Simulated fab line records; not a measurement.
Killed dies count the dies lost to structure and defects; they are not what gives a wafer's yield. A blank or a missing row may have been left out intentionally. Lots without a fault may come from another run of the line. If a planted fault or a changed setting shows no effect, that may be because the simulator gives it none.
Which tool is to blame?	flow gf180mcu	36 wafers from 12 lots sampled at 6 of the route's 602 steps

WHAT EACH GAUGE READ, for each wafer
GF_VT_IMPLANT_TW_MEAS_21.
lot	measured	on	VT_IMPLANT_2_TW
L491	day 6 13:25	film-metro-04	1238 1239 1238
L492	day 6 19:13	film-metro-04	1230 1234 1237
L496	day 7 22:58	film-metro-02	1222 1224 1218
L501	day 9 02:49	film-metro-02	30 30 30
L502	day 9 15:47	film-metro-03	30 30 30
L505	day 10 06:40	film-metro-04	1236 1234 1245
L506	day 10 10:47	film-metro-04	1237 1236 1235
L507	day 10 17:28	film-metro-02	1207 1213 1212
L508	day 11 00:29	film-metro-03	1215 1209 1206
L509	day 11 06:21	film-metro-03	1211 1212 1210
L512	day 12 01:51	film-metro-04	1226 1222 1225
L513	day 12 06:01	film-metro-03	1222 1218 1219

GF_PSD_CD_MEAS_07: target cd 400 nm.
lot	measured	on	cd-nm (nm)
L491	day 14 10:11	cd-sem-01	400.3 401.8 400.2
L492	day 14 21:38	cd-sem-02	400.0 397.6 398.6
L496	day 16 09:47	cd-sem-01	399.8 402.4 403.1
L505	day 19 20:11	cd-sem-02	399.4 400.5 401.8
L506	day 19 22:56	cd-sem-01	402.2 402.8 402.1
L507	day 20 07:34	cd-sem-02	399.3 399.8 397.2
L508	day 20 19:01	cd-sem-02	398.5 397.3 396.9
L509	day 21 06:10	cd-sem-01	398.9 399.2 399.5
L512	day 22 02:52	cd-sem-01	404.8 405.1 404.0
L513	day 22 04:11	cd-sem-02	401.2 401.4 403.2

GF_SAB_OVL_MEAS_10.
lot	measured	on	SAB_OVL (nm)
L491	day 15 08:43	overlay-01	0.6 0.7 -0.5
L492	day 15 19:51	overlay-02	-0.8 -1.2 -2.0
L496	day 17 09:41	overlay-02	1.5 1.9 0.8
L505	day 20 22:01	overlay-01	4.0 2.4 2.5
L506	day 20 23:45	overlay-02	-1.4 -0.6 -2.2
L507	day 21 08:37	overlay-02	2.2 3.0 1.1
L508	day 21 19:46	overlay-01	1.9 4.1 2.7
L509	day 22 06:37	overlay-01	0.2 1.3 -0.1
L512	day 23 03:07	overlay-02	0.5 -1.0 -0.3
L513	day 23 03:55	overlay-01	0.0 1.1 1.1

GF_V1_BOW_MEAS_05.
lot	measured	on	V1_BOW (um)
L491	day 17 10:20	film-metro-03	82 76 87
L492	day 17 21:34	film-metro-02	78 75 73
L496	day 19 14:40	film-metro-01	76 86 85
L505	day 23 01:24	film-metro-01	91 98 89
L506	day 23 03:13	film-metro-01	87 77 84
L507	day 23 10:33	film-metro-02	80 74 77
L508	day 23 21:17	film-metro-02	70 87 80
L509	day 24 08:56	film-metro-02	76 78 72
L512	day 25 03:15	film-metro-02	87 84 78
L513	day 25 04:32	film-metro-01	74 68 79

WHICH TOOL RAN EACH LOT (tool, then ch and the chambers of the sampled wafers, then the start)
lot	GF_VT_IMPLANT_STRIP_09	GF_VT_IMPLANT_STRIP_20
L491	plasma-asher-03 ch 0,1, day 5 22:30	plasma-asher-03 ch 0,1, day 6 13:19
L492	plasma-asher-04 ch 0,1, day 6 03:51	plasma-asher-03 ch 0,1, day 6 19:07
L496	plasma-asher-03 ch 0,1, day 7 07:19	plasma-asher-03 ch 0,1, day 7 22:52
L501	plasma-asher-04 ch 0,1, day 8 10:38	plasma-asher-04 ch 0,1, day 9 02:44
L502	plasma-asher-03 ch 0,1, day 8 22:02	plasma-asher-03 ch 0,1, day 9 15:41
L505	plasma-asher-03 ch 0,1, day 9 13:40	plasma-asher-01 ch 0, day 10 06:34
L506	plasma-asher-04 ch 0,1, day 9 16:28	plasma-asher-04 ch 0,1, day 10 10:37
L507	plasma-asher-03 ch 0,1, day 9 23:28	plasma-asher-01 ch 0,1, day 10 17:22
L508	plasma-asher-04 ch 0,1, day 10 05:59	plasma-asher-04 ch 0,1, day 11 00:23
L509	plasma-asher-01 ch 0,1, day 10 11:34	plasma-asher-03 ch 1, day 11 06:14
L512	plasma-asher-01 ch 0,1, day 11 06:19	plasma-asher-01 ch 0,1, day 12 01:37
L513	plasma-asher-03 ch 0,1, day 11 11:28	plasma-asher-01 ch 1, day 12 05:55
- GF_VT_IMPLANT_STRIP_09: strips in O2/N2.
- GF_VT_IMPLANT_STRIP_20: strips in O2/N2.

AS READ BY THE TOOLS THEMSELVES (means over the sampled wafers that have a number; for cases with no such wafer, the mark the record gives instead)
GF_VT_IMPLANT_STRIP_09.
lot	tool	chamber-pressure-mTorr (mTorr)	drypump-motor-current-A (A)	heater-power-w (W)	oes-product-au (a.u.)	platen-temp-c (C)	strip-time-to-endpoint-s (s)
L491	plasma-asher-03	1497.9	6.3	339	0.719	249.88	12.62
L492	plasma-asher-04	1499.9	5.2	297	0.714	250.34	12.62
L496	plasma-asher-03	1499.9	5.8	325	0.722	249.91	12.67
L501	plasma-asher-04	-	-	-	-	-	-
L502	plasma-asher-03	-	-	-	-	-	-
L505	plasma-asher-03	1499.4	6.3	351	0.714	249.90	12.63
L506	plasma-asher-04	1499.7	5.3	302	0.719	249.97	12.67
L507	plasma-asher-03	1500.4	5.8	323	0.712	250.06	12.67
L508	plasma-asher-04	1499.9	5.2	289	0.713	249.90	12.70
L509	plasma-asher-01	1498.8	5.5	319	0.718	249.89	12.68
L512	plasma-asher-01	1498.6	5.5	321	0.720	249.99	12.67
L513	plasma-asher-03	1500.2	6.3	352	0.719	250.10	12.68

GF_VT_IMPLANT_STRIP_20.
lot	tool	chamber-pressure-mTorr (mTorr)	drypump-motor-current-A (A)	heater-power-w (W)	oes-product-au (a.u.)	platen-temp-c (C)	strip-time-to-endpoint-s (s)
L491	plasma-asher-03	1500.9	5.9	322	0.717	250.09	12.635
L492	plasma-asher-03	1499.1	5.9	327	0.717	250.06	12.623
L496	plasma-asher-03	1500.3	5.9	327	0.715	250.08	12.653
L501	plasma-asher-04	1500.9	5.3	298	0.721	249.86	27.602
L502	plasma-asher-03	1499.3	5.8	332	0.717	249.87	27.694
L505	plasma-asher-01	1498.4	5.6	322	0.716	250.15	12.646
L506	plasma-asher-04	1499.3	5.3	300	0.720	250.01	12.668
L507	plasma-asher-01	1498.8	5.6	327	0.717	249.99	12.665
L508	plasma-asher-04	1501.7	5.2	295	0.712	249.86	12.688
L509	plasma-asher-03	1501.6	6.7	367	0.718	250.19	12.660
L512	plasma-asher-01	1501.6	5.6	326	0.715	250.18	12.614
L513	plasma-asher-01	1500.3	5.6	334	0.719	249.97	12.644

THE ANSWER, worked out from the rows above alone
Rule: what is usual is taken from the lots themselves. Put in order of their means at a reading, lots are off if they are a third of the lots or fewer, leave a main group of 4 or more, and stand apart from it by a gap of 3 or more times the standard deviation of the main group's means; of several such gaps the widest counts. If all means in a main group match to the digits the tables above print for the reading, that group is not used. Also off: a lot with no number at a reading for which 4 or more lots have one. The other lots that the step has rows for count as sound. Order of review: gauges by route order, followed by the tools' own readings, for which a lot's mean as printed above is used. At the first step where some lot is off, the reading lying furthest off is the one used; lots without a number count as furthest.
Off: L501, L502, at GF_VT_IMPLANT_TW_MEAS_21 (VT_IMPLANT_2_TW). Main group: mean 1224, sd 11.
A tool fits if, at a process step before that reading, it ran every lot that is off, and no sound lot after the first of them. Not tried: the gauges at GF_VT_IMPLANT_TW_MEAS_21; whatever is off there is also off at GF_VT_IMPLANT_STRIP_09, on other tools, and gauge error can't account for it. Not one of the candidates tried fits.

WHAT THE SIMULATOR PUT IN
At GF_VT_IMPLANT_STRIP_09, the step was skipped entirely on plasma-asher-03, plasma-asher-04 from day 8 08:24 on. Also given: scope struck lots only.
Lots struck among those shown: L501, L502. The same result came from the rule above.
